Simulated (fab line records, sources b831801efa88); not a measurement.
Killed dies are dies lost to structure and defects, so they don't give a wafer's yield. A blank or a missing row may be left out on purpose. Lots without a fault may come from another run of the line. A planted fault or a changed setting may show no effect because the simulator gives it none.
Chamber matching | flow gf180mcu | GF_POLY_GATE_ETCH_12 on rie_diel-03: 4 sister chambers
The step etches BARC in N2/H2. 4 wafers are shown with their chamber, then 6 later ones without.

WAFERS WITH THEIR CHAMBER
wafer  | chamber | oes_product_au (a.u.)
L209.4 | 3       | 0.743
L214.3 | 2       | 0.727
L217.3 | 0       | 0.731
L217.6 | 1       | 0.738

WAFERS WITHOUT THEIR CHAMBER
wafer  | oes_product_au (a.u.)
L218.2 | 0.729
L218.3 | 0.741
L218.5 | 0.738
L220.1 | 0.744
L220.2 | 0.737
L220.5 | 0.730

WHICH CHAMBER EACH WENT THROUGH
wafer  | from the rows above     | in truth
L218.2 | can't be placed: 0 or 2 | 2
L218.3 | can't be placed: 3 or 1 | 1
L218.5 | 1                       | 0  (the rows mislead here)
L220.1 | 3                       | 3
L220.2 | 1                       | 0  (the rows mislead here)
L220.5 | can't be placed: 0 or 2 | 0
Placed correctly: 1 of 6. Can't be placed from these rows: 3 (the true chamber is among the candidates in 3). Placed wrongly: 2.
How it was worked out, from the rows above alone: a wafer's distance from a chamber is the root of the sum, over the readings, of the square of ((its reading less the chamber's mean) divided by the reading's scatter). The wafer belongs to the nearest chamber; if the next one is less than 2 further off, it can't be placed. A chamber's mean is the mean of its shown wafers. The scatter: with one shown wafer a chamber, the root of the mean of the squares of how far each hidden wafer lies from its nearest shown one.
